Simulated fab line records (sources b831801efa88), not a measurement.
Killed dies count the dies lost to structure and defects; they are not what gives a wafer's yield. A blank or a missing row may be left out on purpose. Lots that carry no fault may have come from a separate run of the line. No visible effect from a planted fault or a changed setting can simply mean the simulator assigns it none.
Comparing a struck lot with a sound one -- flow sky130 -- 44 out of 708 route steps
Sound: these wafers, L915.1, L915.2, L915.3. Struck: wafers L920.1, L920.4, L920.5. Last of all comes the cause.
Per side, at each step with rows, come the tool, then ch with its chambers, and then its first start. Under that, the readings that differ: sound wafers -- struck wafers -- difference of the means -- sigmas: that difference in standard deviations of wafers without a fault.
alike: same words and numbers on both sides, and readings whose means sit less than 2 such deviations apart. not compared: any withheld reading, any reading some wafer has no value for, any bound like >300 that may hide the same value, and any number with overlapping values for which the record gives no deviation.
The two part at a step that has a row with sigmas, a row that says differs or no value, or rows on one side only. Non-overlapping numbers with no deviation appear without sigmas and do not part them. A reading missing from all wafers of one side parts the sides only when that side holds two or more wafers.

first, 5 steps without rows for these wafers: SKY_FIELD_ISO_WET_ETCH_18 (etches Si3N4 in H3PO4, target depth 25 nm, time 286 s); SKY_FIELD_ISO_CLEAN_19 (cleans in SC1/SC2, time 150 s); SKY_FIELD_ISO_CLEAN_20 (cleans in dHF, time 20 s); SKY_FIELD_ISO_WET_ETCH_21 (etches SiO2 in dHF, target depth 20 nm, time 400 s); SKY_FIELD_ISO_OXIDATION_22 (stabilise 600 s, purge 300 s, target thk 10 nm).
SKY_FIELD_ISO_THK_MEAS_23:
  struck on film_metro-04, day 5 03:33; sound on film_metro-02, day 4 00:09
reading,sound,struck,difference,sigmas
FIELD_ISO_OXIDATION_01_THK (nm),9.96 10.03 9.91,9.69 9.43 9.58,-0.40,-2
then, 1 step without rows for these wafers: SKY_FIELD_ISO_CVD_24 (deposits SiO2, target thk 595 nm, time 99.2 s).
SKY_FIELD_ISO_THK_MEAS_25:
  struck on film_metro-01, day 5 03:41; sound on film_metro-01, day 4 00:17
  alike: FIELD_ISO_CVD_24_THK
then, 1 step without rows for these wafers: SKY_FIELD_ISO_ANNEAL_26 (time 1800 s).
SKY_FIELD_ISO_CMP_27: polishes, stops on Si3N4, t overpolish 16 s, target thk 457.8 nm.
  sound on cmp-01 ch 0,1,3, day 4 01:50; struck on cmp-01 ch 1,2,3, day 5 05:20
  alike: edge_zone_pressure_frac, motor_current_A, overpolish_run_s, time_to_endpoint_s
then, 2 steps without rows for these wafers: SKY_FIELD_ISO_WET_ETCH_28 (etches SiO2 in dHF, target depth 23.7 nm, time 47 s); SKY_FIELD_ISO_WET_ETCH_29 (etches Si3N4 in H3PO4, target depth 160 nm, time 1825 s).
SKY_FIELD_ISO_WET_ETCH_30: etches SiO2 in dHF, target depth 25 nm, time 50 s.
  sound on wet_bench-03 ch 0, day 4 02:41; struck on wet_bench-04 ch 2, day 5 06:08
reading,sound,struck,difference,sigmas
run_length_s (s),75.6 75.6 75.6,53.2 53.2 53.2,-22.4,-8
model.SiO2_of_FIELD_ISO_CVD_24.thk_nm (nm),404.2 406.2 404.9,417.4 418 419.2,+13.1,
then, 2 steps without rows for these wafers: SKY_NWELL_CLEAN_00 (cleans in SC1/SC2, time 150 s); SKY_NWELL_OXIDATION_01 (stabilise 600 s, purge 300 s, target thk 10 nm).
SKY_NWELL_THK_MEAS_02:
  struck on film_metro-03, day 5 07:43; sound on film_metro-02, day 4 05:32
  alike: NWELL_OXIDATION_THK
then, 8 steps without rows for these wafers: SKY_DNWELL_DEHYDRATE_00 (time 60 s); SKY_DNWELL_HMDS_01 (prime time 60 s); SKY_DNWELL_COAT_02 (resist thk 3000 nm); SKY_DNWELL_SOFTBAKE_03; SKY_DNWELL_EXPOSE_04 (exposes mask DNM, target cd 3000 nm); SKY_DNWELL_PEB_05; SKY_DNWELL_DEVELOP_06 (develop time 60 s); SKY_DNWELL_IMPLANT_07.
SKY_DNWELL_STRIP_08: strips in O2/N2.
  sound on plasma_asher-01 ch 0,1, day 4 23:26; struck on plasma_asher-02 ch 0,1, day 6 01:43
  alike: drypump_motor_current_A, oes_product_au, strip_time_to_endpoint_s
  not compared: rf_hours_counter_h
SKY_DNWELL_TW_MEAS_09:
  struck on film_metro-03, day 6 01:49; sound on film_metro-01, day 4 23:32
  alike: DNWELL_TW
then, 7 steps without rows for these wafers: SKY_PWDE_DEHYDRATE_00 (time 60 s); SKY_PWDE_HMDS_01 (prime time 60 s); SKY_PWDE_COAT_02 (resist thk 3000 nm); SKY_PWDE_SOFTBAKE_03; SKY_PWDE_EXPOSE_04 (exposes mask PWDEM, target cd 840 nm); SKY_PWDE_PEB_05; SKY_PWDE_DEVELOP_06 (develop time 60 s).
SKY_PWDE_OVL_MEAS_07:
  struck on overlay-02, day 6 20:25; sound on overlay-02, day 5 17:45
  alike: PWDE_OVL
then, 1 step without rows for these wafers: SKY_PWDE_IMPLANT_08.
SKY_PWDE_STRIP_09: strips in O2/N2.
  sound on plasma_asher-04 ch 0,1, day 5 17:56; struck on plasma_asher-02 ch 0,1, day 6 20:36
  alike: drypump_motor_current_A, oes_product_au, strip_time_to_endpoint_s
  not compared: rf_hours_counter_h
SKY_PWDE_TW_MEAS_10:
  struck on film_metro-03, day 6 20:42; sound on film_metro-02, day 5 18:02
reading,sound,struck,difference,sigmas
PWDE_TW,378 378 377,369 370 370,-8,-2
then, 5 steps without rows for these wafers: SKY_NWELL_DEHYDRATE_03 (time 60 s); SKY_NWELL_HMDS_04 (prime time 60 s); SKY_NWELL_COAT_05 (resist thk 3000 nm); SKY_NWELL_SOFTBAKE_06; SKY_NWELL_EXPOSE_07 (exposes mask NWM, target cd 840 nm).
-- the record jumps here: 25 days lie between the struck wafers' starts before and after (it left off in module NWELL and takes up again in module SALICIDE, whose first step shown is number 361 of the route) --
SKY_SALICIDE_CLEAN_00: cleans in HF-last, time 30 s.
  sound on wet_bench-03 ch 3, day 30 18:54; struck on wet_bench-01 ch 1, day 32 06:18
reading,sound,struck,difference,sigmas
model.SiO2_of_FIELD_ISO_CVD_24.thk_nm (nm),358.3 360.3 359,370.9 371.5 372.6,+12.5,
-- the record jumps here: 17 days lie between the struck wafers' starts before and after (it left off in module SALICIDE and takes up again in module PAD_OPEN, whose first step shown is number 708 of the route) --
SKY_PAD_OPEN_PROBE_99:
  struck on prober-02, day 48 23:41; sound on prober-01, day 47 20:53
reading,sound,struck,difference,sigmas
model.etest.res_p_drift_20v.line_ohm_um,1.081e+04 1.047e+04 1.057e+04,1.141e+04 1.123e+04 1.153e+04,+7.733e+02,
model.etest.res_p_drift_20v.rs_ohm_sq,8905 8778 8663,9436 9432 9610,+711,
model.etest.cap_li_to_poly.c_af_um2,98.16 96.55 98.8,102 104 101.7,+5,
model.etest.field_p.vt_v (V),-44.67 -44 -43.97,-43.29 -43.02 -43.69,+0.88,
model.etest.sram_nfet_pass.off_log10_a_um,-12.72 -12.78 -12.65,-12.9 -13.32 -13.16,-0.4,
  alike: killed_at_M0_to_M3, killed_at_M4_up, killed_at_contacts, killed_at_front_end, killed_at_other, killed_dies, killed_open, killed_short
  not compared: model.etest.pfet_16v.r_on_ohm_um, model.etest.cap_poly_to_well.c_af_um2, model.etest.field_n.vt_v

WHERE THEY PART
Last at SKY_PWDE_TW_MEAS_10 as far as this record goes, first at SKY_FIELD_ISO_THK_MEAS_23. Later steps at which nothing parts them and some readings are alike: SKY_PAD_OPEN_PROBE_99.

WHY: the cause the simulator had injected
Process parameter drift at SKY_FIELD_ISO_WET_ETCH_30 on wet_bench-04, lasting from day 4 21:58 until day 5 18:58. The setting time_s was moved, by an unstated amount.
